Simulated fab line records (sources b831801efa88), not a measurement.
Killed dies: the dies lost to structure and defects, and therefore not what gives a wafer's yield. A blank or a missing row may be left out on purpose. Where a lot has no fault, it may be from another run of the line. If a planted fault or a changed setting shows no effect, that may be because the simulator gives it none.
fab line records	flow sky130	part 2 of 2: steps 45 to 45 of 45
record: lots: 6	wafers: 18	last-day: 50
route steps=708 shown VT_ADJUST_LVTN@109 VT_ADJUST_NCORE@119 VT_ADJUST_HVTR@131 VT_ADJUST_PCH@143 SONOS_TUNNEL@166 PAD_OPEN@708
lots that met no fault: from a run of the same line without faults
start-h: start of the lot's first displayed wafer, in hours after the record's first day	wait-h: hours elapsed since this lot's preceding step	" identical to the entry in the row above	L1.1+2: a row that stands for several wafers	- either no value or no given start	* or withheld: withheld	< > ~ a bound
route shown NAME@n: NAME is a module with steps in the file, n the number in the route of the first one	usual: mean and standard deviation over wafers with no fault	same: alike in all rows	chamber/n: place in a boat	sites: the reading at each site	_std_site: the values' standard deviation	_edge_site: the outer-site mean with the inner-site mean subtracted	radius-mm: how far each site lies from the wafer's centre	mask NAME#n: copy n	behind: the tool/chamber that last shaped the wafer	hold: cause of the lot's hold/its duration in hours/its outcome	device: transistor that didn't switch, given as n, p or np	end of line: tests run on the same wafers once the route is complete	a step given without rows: its recipe and nothing more	killed: dies that structure and defects cost at the first sort, which is not the same as the wafer's yield	map: per-die view of a wafer (x killed, . not killed, _ where there is no die)
set.NAME: the setting as run; set.NAME@STEP: as run at that earlier step	model.NAME: the simulator's own value behind a step, which no gauge read
lots at some steps of the route; a table a step, a row a wafer
services: when a tool's chamber went out of use (start-h, in hours from the record's first day, below 0 if earlier), for how many hours, and the reason
== steps ==
step: SKY_PAD_OPEN_PROBE_99
usual: killed_at_M0_to_M3: 43/6.3	killed_at_M4_up: 3.1/1.9	killed-at-contacts: 24/5.1	killed-at-front-end: 14/4.3	killed-at-other: 0.3/0.53	killed-dies: 85/8.8	killed-on-rim: 17/3.9	killed-open: 46/7.1	killed-short: 38/5.9
same: gross-dies: 492	killed-at-back-side: 0
lot.wafer	tool	chamber	start-h	wait-h	killed_at_M0_to_M3	killed_at_M4_up	killed-at-contacts	killed-at-front-end	killed-at-other	killed-dies	killed-on-rim	killed-open	killed-short
L281.1	prober-02	-	1078.78	0.1	32	2	18	17	0	69	13	39	30
L281.2	prober-02	-	1078.83	0.1	52	2	20	9	0	83	17	49	34
L281.4	prober-02	-	1078.93	0.2	36	1	19	11	0	67	14	34	33
L286.2	prober-01	-	1108.49	0.1	39	4	32	417	0	492	96	49	39
L286.4	prober-01	-	1108.59	0.2	42	4	25	419	2	492	96	42	39
L286.6	prober-01	-	1108.69	0.2	45	3	38	406	0	492	96	47	49
L287.1	prober-02	-	1118.47	0.1	56	8	21	407	0	492	96	49	45
L287.4	prober-02	-	1118.62	0.2	49	4	27	411	1	492	96	44	43
L287.5	prober-02	-	1118.67	0.2	55	5	27	404	1	492	96	63	36
L297.2	prober-02	-	1172.60	0.1	42	1	28	20	1	92	18	44	48
L297.3	prober-02	-	1172.65	0.2	41	4	30	18	0	93	16	60	33
L297.4	prober-02	-	1172.70	0.2	45	3	26	14	0	88	14	48	40
L298.2	prober-01	-	1179.37	0.1	41	3	15	16	1	76	10	39	37
L298.4	prober-01	-	1179.47	0.2	40	4	21	26	0	91	17	48	43
L298.6	prober-01	-	1179.57	0.2	38	5	21	18	0	82	12	43	39
L302.3	prober-02	-	1193.03	0.2	45	3	21	17	0	86	16	54	32
L302.4	prober-02	-	1193.08	0.2	53	4	14	16	1	88	18	44	42
L302.6	prober-02	-	1193.18	0.2	40	4	23	19	3	89	17	50	39
killed by level:class
L281.1 FIELD_ISO:geometric-particle:open=10 VIA1:geometric-particle:open=8 VIA3:geometric-particle:open=8 CONTACT:geometric-particle:short=6 METAL1:geometric-particle:short=5 LI_CONTACT:geometric-particle:open=5 FIELD_ISO:geometric-particle:short=4 METAL2:geometric-particle:short=4
L281.2 VIA1:geometric-particle:open=15 LI_CONTACT:geometric-particle:open=11 VIA3:geometric-particle:open=7 VIA1:geometric-particle:short=7 METAL3:geometric-particle:short=5 FIELD_ISO:geometric-particle:open=4 CONTACT:geometric-particle:short=4 CONTACT:geometric-particle:open=4
L281.4 CONTACT:geometric-particle:short=9 METAL2:geometric-particle:short=7 VIA1:geometric-particle:open=6 FIELD_ISO:geometric-particle:open=5 CONTACT:geometric-particle:open=5 FIELD_ISO:geometric-particle:short=4 METAL1:geometric-particle:open=4 VIA1:geometric-particle:short=4
L286.2 VT_ADJUST_NCORE:area-expose=404 CONTACT:geometric-particle:open=12 VIA1:geometric-particle:open=12 CONTACT:geometric-particle:short=9 VIA3:geometric-particle:open=7 LOCAL_INTERCONNECT:geometric-particle:short=6 METAL1:geometric-particle:short=5 VIA1:geometric-particle:short=4
L286.4 VT_ADJUST_NCORE:area-expose=411 VIA1:geometric-particle:open=13 CONTACT:geometric-particle:open=9 CONTACT:geometric-particle:short=7 VIA1:geometric-particle:short=6 VIA3:geometric-particle:open=5 LI_CONTACT:geometric-particle:short=4 METAL2:geometric-particle:short=4
L286.6 VT_ADJUST_NCORE:area-expose=396 LI_CONTACT:geometric-particle:open=17 VIA1:geometric-particle:open=9 VIA1:geometric-particle:short=9 LOCAL_INTERCONNECT:geometric-particle:short=8 METAL1:geometric-particle:short=7 CONTACT:geometric-particle:open=5 VIA2:geometric-particle:open=5
L287.1 VT_ADJUST_NCORE:area-expose=398 VIA1:geometric-particle:open=13 CONTACT:geometric-particle:open=11 METAL1:geometric-particle:short=9 METAL4:geometric-particle:short=7 VIA1:geometric-particle:short=6 VIA2:geometric-particle:open=5 VIA3:geometric-particle:open=5
L287.4 VT_ADJUST_NCORE:area-expose=405 VIA1:geometric-particle:open=13 CONTACT:geometric-particle:open=11 METAL2:geometric-particle:short=10 CONTACT:geometric-particle:short=6 VIA2:geometric-particle:open=6 METAL1:geometric-particle:short=5 VIA1:geometric-particle:short=5
L287.5 VT_ADJUST_NCORE:area-expose=393 VIA1:geometric-particle:open=20 LI_CONTACT:geometric-particle:open=8 CONTACT:geometric-particle:open=7 VIA3:geometric-particle:open=6 METAL1:geometric-particle:short=5 VIA1:geometric-particle:short=5 METAL2:geometric-particle:short=5
L297.2 VIA1:geometric-particle:open=14 CONTACT:geometric-particle:open=10 METAL1:geometric-particle:short=9 FIELD_ISO:geometric-particle:short=8 LI_CONTACT:geometric-particle:open=5 LOCAL_INTERCONNECT:geometric-particle:short=5 CONTACT:geometric-particle:short=5 POLY_GATE:geometric-particle:short=4
L297.3 CONTACT:geometric-particle:open=11 LI_CONTACT:geometric-particle:open=10 VIA1:geometric-particle:open=10 VIA3:geometric-particle:open=10 FIELD_ISO:geometric-particle:short=5 VIA1:geometric-particle:short=5 FIELD_ISO:geometric-particle:open=4 LOCAL_INTERCONNECT:geometric-particle:short=4
L297.4 VIA1:geometric-particle:open=11 VIA2:geometric-particle:open=9 VIA3:geometric-particle:open=7 LI_CONTACT:geometric-particle:open=7 CONTACT:geometric-particle:short=6 CONTACT:geometric-particle:open=5 LOCAL_INTERCONNECT:geometric-particle:short=4 VIA3:geometric-particle:short=4
L298.2 VIA1:geometric-particle:open=13 CONTACT:geometric-particle:open=8 VIA2:geometric-particle:short=6 POLY_GATE:geometric-particle:short=5 METAL2:geometric-particle:short=5 VIA2:geometric-particle:open=5 SPACER:geometric-particle:short=3 CONTACT:geometric-particle:short=3
L298.4 FIELD_ISO:geometric-particle:open=9 VIA1:geometric-particle:open=9 CONTACT:geometric-particle:open=7 LI_CONTACT:geometric-particle:open=6 METAL1:geometric-particle:short=6 VIA1:geometric-particle:short=6 FIELD_ISO:geometric-particle:short=4 POLY_GATE:geometric-particle:short=4
L298.6 VIA1:geometric-particle:open=8 METAL2:geometric-particle:short=8 LI_CONTACT:geometric-particle:open=7 CONTACT:geometric-particle:open=7 METAL1:geometric-particle:short=6 FIELD_ISO:geometric-particle:short=4 POLY_GATE:geometric-particle:open=4 POLY_GATE:geometric-particle:short=4
L302.3 VIA1:geometric-particle:open=15 CONTACT:geometric-particle:open=7 VIA2:geometric-particle:open=7 LI_CONTACT:geometric-particle:open=6 VIA1:geometric-particle:short=6 VIA3:geometric-particle:open=6 POLY_GATE:geometric-particle:open=5 CONTACT:geometric-particle:short=4
L302.4 VIA1:geometric-particle:open=10 METAL1:geometric-particle:short=10 VIA2:geometric-particle:open=9 POLY_GATE:geometric-particle:open=6 CONTACT:geometric-particle:short=4 VIA3:geometric-particle:open=4 LI_CONTACT:geometric-particle:open=4 CONTACT:geometric-particle:open=4
L302.6 VIA1:geometric-particle:open=17 FIELD_ISO:geometric-particle:short=8 CONTACT:geometric-particle:open=8 METAL2:geometric-particle:short=5 POLY_GATE:geometric-particle:open=4 LI_CONTACT:geometric-particle:open=4 LOCAL_INTERCONNECT:geometric-particle:short=4 CONTACT:geometric-particle:short=4
map L286.2 (x killed, . not)
__________xxxxxxxxxx_________
________xxxxxxxxxxxxxx_______
______xxxxxxxxxxxxxxxxxx_____
_____xxxxxxxxxxxxxxxxxxxx____
____xxxxxxxxxxxxxxxxxxxxxx___
___xxxxxxxxxxxxxxxxxxxxxxxx__
__xxxxxxxxxxxxxxxxxxxxxxxxxx_
_xxxxxxxxxxxxxxxxxxxxxxxxxxxx
_xxxxxxxxxxxxxxxxxxxxxxxxxxxx
_xxxxxxxxxxxxxxxxxxxxxxxxxxxx
_xxxxxxxxxxxxxxxxxxxxxxxxxxxx
_xxxxxxxxxxxxxxxxxxxxxxxxxxxx
_xxxxxxxxxxxxxxxxxxxxxxxxxxxx
_xxxxxxxxxxxxxxxxxxxxxxxxxxxx
_xxxxxxxxxxxxxxxxxxxxxxxxxxxx
__xxxxxxxxxxxxxxxxxxxxxxxxxx_
___xxxxxxxxxxxxxxxxxxxxxxxx__
____xxxxxxxxxxxxxxxxxxxxxx___
_____xxxxxxxxxxxxxxxxxxxx____
______xxxxxxxxxxxxxxxxxx_____
________xxxxxxxxxxxxxx_______
__________xxxxxxxxxx_________
map L287.1 (x killed, . not)
__________xxxxxxxxxx_________
________xxxxxxxxxxxxxx_______
______xxxxxxxxxxxxxxxxxx_____
_____xxxxxxxxxxxxxxxxxxxx____
____xxxxxxxxxxxxxxxxxxxxxx___
___xxxxxxxxxxxxxxxxxxxxxxxx__
__xxxxxxxxxxxxxxxxxxxxxxxxxx_
_xxxxxxxxxxxxxxxxxxxxxxxxxxxx
_xxxxxxxxxxxxxxxxxxxxxxxxxxxx
_xxxxxxxxxxxxxxxxxxxxxxxxxxxx
_xxxxxxxxxxxxxxxxxxxxxxxxxxxx
_xxxxxxxxxxxxxxxxxxxxxxxxxxxx
_xxxxxxxxxxxxxxxxxxxxxxxxxxxx
_xxxxxxxxxxxxxxxxxxxxxxxxxxxx
_xxxxxxxxxxxxxxxxxxxxxxxxxxxx
__xxxxxxxxxxxxxxxxxxxxxxxxxx_
___xxxxxxxxxxxxxxxxxxxxxxxx__
____xxxxxxxxxxxxxxxxxxxxxx___
_____xxxxxxxxxxxxxxxxxxxx____
______xxxxxxxxxxxxxxxxxx_____
________xxxxxxxxxxxxxx_______
__________xxxxxxxxxx_________
== services ==
tool	chamber	start-h	hours	kind
plasma-asher-02	-	155.53	4.3	repair
plasma-asher-01	-	248.62	2.9	repair
plasma-asher-03	-	298.60	0.9	repair
== key ==
first-sign: step: SKY_VT_ADJUST_NCORE_COAT_02	reading: tool-record	direction: missing
effect: step: SKY_VT_ADJUST_NCORE_CD_MEAS_07	reading: cd-nm	direction: missing
effect: step: SKY_VT_ADJUST_NCORE_OVL_MEAS_08	reading: VT_ADJUST_NCORE_OVL	direction: missing
effect: step: SKY_VT_ADJUST_HVTR_TW_MEAS_11	reading: VT_ADJUST_HVTR_TW	direction: up	sigmas: 34	usual: 209.8	struck: 261.3
effect: step: SKY_VT_ADJUST_PCH_TW_MEAS_10	reading: VT_ADJUST_PCH_TW	direction: up	sigmas: 56	usual: 142.6	struck: 230.1
effect: step: SKY_SONOS_TUNNEL_TW_MEAS_12	reading: SONOS_TUNNEL_TW	direction: up	sigmas: 41	usual: 196.3	struck: 252.2
effect: step: SKY_PAD_OPEN_PROBE_99	reading: killed-at-front-end	direction: up	sigmas: 92	usual: 14	struck: 411
more-kills-born-at: SKY_VT_ADJUST_NCORE_EXPOSE_04@iline-stepper-01: 2407
met-at SKY_VT_ADJUST_NCORE_COAT_02
struck-wafers L286.2,L286.4,L286.6,L287.1,L287.4,L287.5
tester-left-out L286,L287
onset-between 180.67 209.54
fault: kind: skipped-step-whole	tool: litho-track-03	chamber: -	onset-h: 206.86	steps: SKY_VT_ADJUST_NCORE_COAT_02	scope: struck-lots-only
tester-left-out: of these lots the tester's yield and bins aren't shown, on N5 and GAA mostly nor the transistor test; their killed dies are dies lost to structure and defects alone, not to doping, threshold or leakage, so they don't give the yield
